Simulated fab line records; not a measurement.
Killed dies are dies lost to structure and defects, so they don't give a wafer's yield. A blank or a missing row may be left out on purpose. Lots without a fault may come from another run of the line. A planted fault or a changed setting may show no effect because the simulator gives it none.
Shared-tool check || flow gf180mcu || 13 lots, 39 wafers sampled

WHAT PROMPTED THE OPENING
GF_HV_LDD_TW_MEAS_23, reading HV_LDD_2_TW: flagged on 2 of 13 lots. No-fault wafers: 1053, standard deviation 6.3.
Rule: flag the lot when none of its wafers has a number, or when each of its wafers that has one lies beyond 4 standard deviations from that mean. All remaining lots are regarded as sound.

{"lot": "L426", "measured": "day 11 02:35", "on": "film metro-01", "HV_LDD_2_TW, wafer by wafer": "1049 1048 1058", "flag": ""}
{"lot": "L427", "measured": "day 11 12:21", "on": "film metro-01", "HV_LDD_2_TW, wafer by wafer": "1051 1050 1056", "flag": ""}
{"lot": "L429", "measured": "day 12 00:06", "on": "film metro-04", "HV_LDD_2_TW, wafer by wafer": "1056 1053 1045", "flag": ""}
{"lot": "L430", "measured": "day 12 09:19", "on": "film metro-01", "HV_LDD_2_TW, wafer by wafer": "1064 1057 1057", "flag": ""}
{"lot": "L432", "measured": "day 13 02:31", "on": "film metro-01", "HV_LDD_2_TW, wafer by wafer": "1060 1056 1062", "flag": ""}
{"lot": "L433", "measured": "day 13 05:13", "on": "film metro-04", "HV_LDD_2_TW, wafer by wafer": "1053 1058 1054", "flag": ""}
{"lot": "L434", "measured": "day 13 19:36", "on": "film metro-01", "HV_LDD_2_TW, wafer by wafer": "1063 1058 1059", "flag": ""}
{"lot": "L435", "measured": "day 13 23:13", "on": "film metro-03", "HV_LDD_2_TW, wafer by wafer": "1212 1207 1211", "flag": "FLAGGED"}
{"lot": "L437", "measured": "day 14 14:15", "on": "film metro-01", "HV_LDD_2_TW, wafer by wafer": "1059 1056 1057", "flag": ""}
{"lot": "L439", "measured": "day 15 02:54", "on": "film metro-01", "HV_LDD_2_TW, wafer by wafer": "1211 1206 1209", "flag": "FLAGGED"}
{"lot": "L443", "measured": "day 16 12:44", "on": "film metro-04", "HV_LDD_2_TW, wafer by wafer": "1054 1053 1050", "flag": ""}
{"lot": "L446", "measured": "day 17 11:59", "on": "film metro-04", "HV_LDD_2_TW, wafer by wafer": "1055 1064 1055", "flag": ""}
{"lot": "L447", "measured": "day 17 17:13", "on": "film metro-04", "HV_LDD_2_TW, wafer by wafer": "1058 1061 1059", "flag": ""}
The numbers of the flagged lots are 1209 on average: +156 against the usual, or +25 standard deviations.

EACH LOT AND THE TOOL IT RAN ON
The record keeps 1 process step preceding the reading, out of 602 steps on the route. In each cell: the tool, then ch and the chambers that the sampled wafers went through, then the start.
{"lot": "L426", "flag": "", "GF_HV_LDD_IMPLANT_21": "implanter-03 ch 0, day 11 02:20"}
{"lot": "L427", "flag": "", "GF_HV_LDD_IMPLANT_21": "implanter-03 ch 0, day 11 12:07"}
{"lot": "L429", "flag": "", "GF_HV_LDD_IMPLANT_21": "implanter-03 ch 0, day 11 23:51"}
{"lot": "L430", "flag": "", "GF_HV_LDD_IMPLANT_21": "implanter-04 ch 0, day 12 09:06"}
{"lot": "L432", "flag": "", "GF_HV_LDD_IMPLANT_21": "implanter-04 ch 0, day 13 02:17"}
{"lot": "L433", "flag": "", "GF_HV_LDD_IMPLANT_21": "implanter-03 ch 0, day 13 04:58"}
{"lot": "L434", "flag": "", "GF_HV_LDD_IMPLANT_21": "implanter-03 ch 0, day 13 19:22"}
{"lot": "L435", "flag": "FLAGGED", "GF_HV_LDD_IMPLANT_21": "implanter-03 ch 0, day 13 22:59"}
{"lot": "L437", "flag": "", "GF_HV_LDD_IMPLANT_21": "implanter-04 ch 0, day 14 14:00"}
{"lot": "L439", "flag": "FLAGGED", "GF_HV_LDD_IMPLANT_21": "implanter-03 ch 0, day 15 02:40"}
{"lot": "L443", "flag": "", "GF_HV_LDD_IMPLANT_21": "implanter-02 ch 0, day 16 12:29"}
{"lot": "L446", "flag": "", "GF_HV_LDD_IMPLANT_21": "implanter-02 ch 0, day 17 11:44"}
{"lot": "L447", "flag": "", "GF_HV_LDD_IMPLANT_21": "implanter-03 ch 0, day 17 16:58"}
These steps, and what they do:
- GF_HV_LDD_IMPLANT_21
- GF_HV_LDD_TW_MEAS_23

FLAGGED AGAINST TOTAL, ONE TOOL AT A TIME (gauges that did the reading follow at the end)
{"step": "GF_HV_LDD_IMPLANT_21", "tool": "implanter-02", "lots run": 2, "flagged": 0, "share of the flagged lots": "none", "sound lots run after its first flagged lot": "-"}
{"step": "GF_HV_LDD_IMPLANT_21", "tool": "implanter-03", "lots run": 8, "flagged": 2, "share of the flagged lots": "all", "sound lots run after its first flagged lot": "1 (L447)"}
{"step": "GF_HV_LDD_IMPLANT_21", "tool": "implanter-04", "lots run": 3, "flagged": 0, "share of the flagged lots": "none", "sound lots run after its first flagged lot": "-"}
{"step": "GF_HV_LDD_TW_MEAS_23", "tool": "film metro-01", "lots run": 7, "flagged": 1, "share of the flagged lots": "some", "sound lots run after its first flagged lot": 0}
{"step": "GF_HV_LDD_TW_MEAS_23", "tool": "film metro-03", "lots run": 1, "flagged": 1, "share of the flagged lots": "some", "sound lots run after its first flagged lot": 0}
{"step": "GF_HV_LDD_TW_MEAS_23", "tool": "film metro-04", "lots run": 5, "flagged": 0, "share of the flagged lots": "none", "sound lots run after its first flagged lot": "-"}

THE TABLE: WHAT IT ALLOWS
All flagged lots share 1 row of the table, namely implanter-03 at GF_HV_LDD_IMPLANT_21.
- implanter-03 at GF_HV_LDD_IMPLANT_21: 2 of its 8 lots flagged. Lots that were sound ran on it after the first flagged one (L447); a persistent fault on the entire tool would not allow that. Its own readings lie more than 4 standard deviations out on every wafer of the flagged lots: dose ions cm2, faraday current uA.
None of the table's rows ran every flagged lot and, after the first, no sound lot.

WHAT HAD BEEN PUT IN BY THE SIMULATOR
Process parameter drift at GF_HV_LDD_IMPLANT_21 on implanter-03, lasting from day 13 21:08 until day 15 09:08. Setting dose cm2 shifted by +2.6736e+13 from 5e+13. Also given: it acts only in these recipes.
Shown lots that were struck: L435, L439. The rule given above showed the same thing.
